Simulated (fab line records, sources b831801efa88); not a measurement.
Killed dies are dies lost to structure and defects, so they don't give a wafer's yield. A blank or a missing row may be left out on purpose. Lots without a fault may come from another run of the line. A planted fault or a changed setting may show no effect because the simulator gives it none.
A struck lot beside a sound one | flow sfq_line | 18 steps out of a route of 325
Sound: wafers L547.1, L547.4, L547.5. Struck: wafers L548.2, L548.3, L548.5. The cause comes at the end.
At each step with rows: each side's tool, then ch and its chambers, then its first start. Under that, the readings that differ: sound wafers | struck wafers | difference of the means | sigmas: that difference in standard deviations of wafers without a fault.
alike: readings whose means differ by less than 2 such deviations, and words and numbers that are the same on both sides. not compared: withheld readings, readings that some wafer has no value for, bounds like >300 that may hide the same value, and numbers for which the record gives no deviation and whose values overlap.
The two part at a step that has a row with sigmas, a row that says differs or no value, or rows on one side only. Numbers that don't overlap but have no deviation are shown without sigmas and don't part them. A reading that every wafer of one side lacks parts them only if that side has two wafers or more.

first, 3 steps without rows for these wafers: SFQ_TRILAYER_L0_LITHO_EXPOSE_006 (exposes mask L0, target cd 2000 nm); SFQ_TRILAYER_L0_LITHO_PEB_008 (peb time 60 s); SFQ_TRILAYER_L0_LITHO_DEVELOP_007 (time 60 s).
SFQ_TRILAYER_L0_BARC_OPEN_METAL_ETCH_010: etches BARC in O2, target depth 125 nm, time 41.7 s.
  sound on rie_metal-02 ch 1, day 4 15:44; struck on rie_metal-02 ch 1, day 4 20:32
  alike: drypump_motor_current_A, oes_product_au
  not compared: rf_hours_counter_h
SFQ_TRILAYER_L0_ETCH_METAL_ETCH_008: etches MoNx KI in SF6/O2, stops on SiO2, target depth 50 nm, time 25 s.
  sound on rie_metal-02 ch 1, day 4 15:47; struck on rie_metal-02 ch 1, day 4 20:35
  alike: drypump_motor_current_A, oes_product_au
  not compared: rf_hours_counter_h
SFQ_TRILAYER_L0_STRIP_STRIP_009: strips in O2.
  sound on rie_metal-02 ch 1, day 4 15:50; struck on rie_metal-02 ch 1, day 4 20:38
  alike: drypump_motor_current_A, oes_product_au
  not compared: rf_hours_counter_h
then, 1 step without rows for these wafers: SFQ_TRILAYER_L0_STRIP_SOLV_CLEAN_010 (cleans in NMP, time 600 s).
SFQ_TRILAYER_L0_CAP_PECVD_011: deposits SiO2 from SiH4/N2O, time 13.333 s, target thk 60 nm.
  sound on pecvd-04 ch 1,2, day 4 16:37; struck on pecvd-04 ch 1,2, day 4 21:25
  alike: heater_power_w, throttle_valve_pct
then, 4 steps without rows for these wafers: SFQ_TRILAYER_L0_VIA_LITHO_COAT_018 (resist thk 62 nm); SFQ_TRILAYER_L0_VIA_LITHO_COAT_013 (resist thk 650 nm); SFQ_TRILAYER_L0_VIA_LITHO_SOFTBAKE_017; SFQ_TRILAYER_L0_VIA_LITHO_EXPOSE_014 (exposes mask L0V, target cd 700 nm).
SFQ_TRILAYER_L0_VIA_LITHO_PEB_016: peb time 60 s.
  sound on litho_track-01 ch 0, day 6 05:01; struck on litho_track-02 ch 0, day 6 08:38
then, 1 step without rows for these wafers: SFQ_TRILAYER_L0_VIA_LITHO_DEVELOP_015 (time 60 s).
SFQ_L0V_OVL_MEAS_903:
  sound on overlay-02, day 6 05:19; struck on overlay-01, day 6 08:55
  alike: L0V_OVL
SFQ_TRILAYER_L0_VIA_BARC_OPEN_VIA_ETCH_021: etches BARC in O2, target depth 125 nm, time 41.7 s.
  sound on rie_diel-03 ch 1,3, day 6 05:21; struck on rie_diel-02 ch 0,3, day 6 08:57
  reading              | sound         | struck            | difference | sigmas
  model.L0V.cd_nm (nm) | 697.9 698 700 | 711.1 708.9 708.6 | +10.9      |
  alike: drypump_motor_current_A, oes_product_au
  not compared: rf_hours_counter_h
SFQ_TRILAYER_L0_VIA_ETCH_VIA_ETCH_016: etches SiO2 in CHF3, stops on MoNx KI, target depth 80 nm.
  sound on rie_diel-03 ch 1,3, day 6 05:25; struck on rie_diel-02 ch 0,3, day 6 08:59
  reading              | sound           | struck          | difference | sigmas
  model.L0V.cd_nm (nm) | 697.4 698 700.1 | 710.5 709 709.1 | +11.0      |
  alike: drypump_motor_current_A, oes_product_au
SFQ_TRILAYER_L0_VIA_STRIP_STRIP_017: strips in O2.
  sound on rie_metal-03 ch 1, day 6 05:29; struck on rie_metal-03 ch 1, day 6 09:14
  alike: drypump_motor_current_A, oes_product_au
  not compared: rf_hours_counter_h

WHERE THEY PART
Nowhere in this record.

WHY: what the simulator had put in
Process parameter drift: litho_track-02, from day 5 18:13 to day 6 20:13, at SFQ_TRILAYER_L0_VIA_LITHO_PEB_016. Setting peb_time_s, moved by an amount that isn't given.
